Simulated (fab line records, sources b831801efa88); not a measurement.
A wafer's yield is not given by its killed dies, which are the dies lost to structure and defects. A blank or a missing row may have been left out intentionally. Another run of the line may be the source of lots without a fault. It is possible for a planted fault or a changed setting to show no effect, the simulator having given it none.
A lot that was struck, set against a sound lot :: flow sfq_line :: 28 steps out of a route of 325
Sound: the wafers L939.2, L939.4, L939.6. Struck: wafer L945.1 (L945.2, L945.3, from the same lot, were not struck and are left out); the cause is given at the end.
At each step with rows: each side's tool, then ch and its chambers, then its first start. Under that, the readings that differ: sound wafers :: struck wafers :: difference of the means :: sigmas: that difference in standard deviations of wafers without a fault.
alike: readings with means less than 2 such deviations apart, plus words and numbers identical on both sides. not compared: withheld readings, readings lacking a value on some wafer, bounds such as >300 that could conceal the same value, and numbers that have no deviation in the record and whose values overlap.
A row with sigmas, a row that says differs or no value, or rows on one side alone: a step with any of these is where the two part. When numbers do not overlap yet have no deviation, they are printed without sigmas and do not part them. A reading that every wafer of one side lacks parts them only if that side has two wafers or more.

first, 6 steps without rows for these wafers: SFQ_TRILAYER_M1_LITHO_COAT_044 (resist thk 62 nm); SFQ_TRILAYER_M1_LITHO_COAT_039 (resist thk 600 nm); SFQ_TRILAYER_M1_LITHO_SOFTBAKE_043; SFQ_TRILAYER_M1_LITHO_EXPOSE_040 (exposes mask M1, target cd 500 nm); SFQ_TRILAYER_M1_LITHO_PEB_042 (peb time 60 s); SFQ_TRILAYER_M1_LITHO_DEVELOP_041 (time 60 s).
SFQ_M1_OVL_MEAS_911:
  sound: overlay-02 at day 26 14:23; struck: overlay-01 at day 28 16:54
  alike: M1_OVL
then, 1 step without rows for these wafers: SFQ_TRILAYER_M1_BARC_OPEN_METAL_ETCH_054 (etches BARC in O2, target depth 125 nm, time 41.7 s).
SFQ_TRILAYER_M1_ETCH_METAL_ETCH_042: etches Nb in Cl2/Ar, stops on SiO2, target depth 240 nm, time 120 s.
  sound on rie_metal-01 ch 0,1, day 26 14:28; struck on rie_metal-03 ch 1, day 28 17:00
  alike: drypump_motor_current_A, oes_product_au
  not compared: rf_hours_counter_h
SFQ_TRILAYER_M1_STRIP_STRIP_043: strips in O2.
  sound on rie_metal-01 ch 0,1, day 26 14:36; struck on rie_metal-03 ch 1, day 28 17:07
  alike: drypump_motor_current_A, oes_product_au
  not compared: rf_hours_counter_h
then, 1 step without rows for these wafers: SFQ_TRILAYER_M1_STRIP_SOLV_CLEAN_044 (cleans in NMP, time 600 s).
SFQ_TRILAYER_I1_DEP_PECVD_045: deposits SiO2 from SiH4/N2O, time 111.11 s, target thk 500 nm.
  sound on pecvd-04 ch 0,2, day 26 15:22; struck on pecvd-02 ch 1, day 28 17:54
reading: heater_power_w (W)
sound: 84 87 84
struck: 55
difference: -30
sigmas: -2
  alike: throttle_valve_pct
  not compared: since_wet_clean_h
SFQ_TRILAYER_I1_CMP_CMP_046: polishes SiO2.
  sound on cmp-02 ch 0,1, day 26 18:32; struck on cmp-01 ch 0, day 28 18:31
reading: motor_current_A (A)
sound: 9.1 10.0 9.0
struck: 11.6
difference: +2.2
sigmas: +2

reading: model.SiO2_of_TRILAYER_I1_DEP_PECVD_045.thk_nm (nm)
sound: 201.4 200.2 201.9
struck: 185.2
difference: -16.0
sigmas: 
  alike: retaining_ring_pressure_frac, slurry_flow_ml_min, time_to_endpoint_s
SFQ_I1_BOW_MEAS_912:
  sound: film_metro-02 at day 26 21:03; struck: film_metro-04 at day 28 21:01
  alike: I1_BOW
SFQ_TRILAYER_I1_METRO_MEASURE_047:
  sound: film_metro-02 at day 26 21:21; struck: film_metro-04 at day 28 21:08
reading: thk_nm (nm)
sound: 201.4 200.2 201.8
struck: 185.1
difference: -16.0
sigmas: -17
then, 6 steps without rows for these wafers: SFQ_TRILAYER_I1_VIA_LITHO_COAT_054 (resist thk 62 nm); SFQ_TRILAYER_I1_VIA_LITHO_COAT_049 (resist thk 650 nm); SFQ_TRILAYER_I1_VIA_LITHO_SOFTBAKE_053; SFQ_TRILAYER_I1_VIA_LITHO_EXPOSE_050 (exposes mask I1, target cd 500 nm); SFQ_TRILAYER_I1_VIA_LITHO_PEB_052 (peb time 60 s); SFQ_TRILAYER_I1_VIA_LITHO_DEVELOP_051 (time 60 s).
-- the record jumps here: 6 days lie between the struck wafers' starts before and after --
SFQ_I1_OVL_MEAS_913:
  sound: overlay-02 at day 27 06:07; struck: overlay-02 at day 35 00:41
  alike: I1_OVL
then, 1 step without rows for these wafers: SFQ_TRILAYER_I1_VIA_BARC_OPEN_VIA_ETCH_071 (etches BARC in O2, target depth 125 nm, time 41.7 s).
SFQ_TRILAYER_I1_VIA_ETCH_VIA_ETCH_052: etches SiO2 in CHF3, stops on Nb, target depth 260 nm.
  sound on rie_diel-02 ch 1,2,3, day 27 06:11; struck on rie_diel-02 ch 3, day 35 00:46
reading: oes_product_au (a.u.)
sound: 0.859 0.860 0.855
struck: 0.817
difference: -0.041
sigmas: -8

reading: model.etch.depth_nm (nm)
sound: 201.4 200.2 201.9
struck: 185.2
difference: -16.0
sigmas: 

reading: model.I1.feature_depth_nm (nm)
sound: 201.4 200.2 201.9
struck: 185.2
difference: -16.0
sigmas: 
  alike: drypump_motor_current_A
SFQ_TRILAYER_I1_VIA_STRIP_STRIP_053: strips in O2.
  sound on rie_metal-02 ch 0,1, day 27 06:17; struck on rie_metal-03 ch 0, day 35 00:52
reading: drypump_motor_current_A (A)
sound: 5.7 5.7 5.4
struck: 6.5
difference: +0.9
sigmas: +3

reading: oes_product_au (a.u.)
sound: 1.017 1.004 1.008
struck: 0.990
difference: -0.020
sigmas: -2
  not compared: rf_hours_counter_h
then, 1 step without rows for these wafers: SFQ_TRILAYER_I1_VIA_STRIP_SOLV_CLEAN_054 (cleans in NMP, time 600 s).
SFQ_TRILAYER_M2_DEP_PRE_CLEAN_056: time 22.5 s.
  sound: pvd_sputter-03 at day 27 07:05; struck: pvd_sputter-04 at day 35 01:39
reading: model.SiO2_of_TRILAYER_I1_DEP_PECVD_045.thk_nm (nm)
sound: 193.9 192.7 194.4
struck: 177.7
difference: -16.0
sigmas: 
SFQ_TRILAYER_M2_DEP_SPUTTER_055: material Nb, target thk 200 nm, time 133.3 s.
  sound: pvd_sputter-03 at day 27 07:07; struck: pvd_sputter-04 at day 35 01:40
  alike: throttle_valve_pct

## WHERE THEY PART
Last at SFQ_TRILAYER_I1_VIA_STRIP_STRIP_053 as far as this record goes, first at SFQ_TRILAYER_I1_DEP_PECVD_045. Later steps at which nothing parts them and some readings are alike: SFQ_TRILAYER_M2_DEP_SPUTTER_055.

WHY: what the simulator had put in
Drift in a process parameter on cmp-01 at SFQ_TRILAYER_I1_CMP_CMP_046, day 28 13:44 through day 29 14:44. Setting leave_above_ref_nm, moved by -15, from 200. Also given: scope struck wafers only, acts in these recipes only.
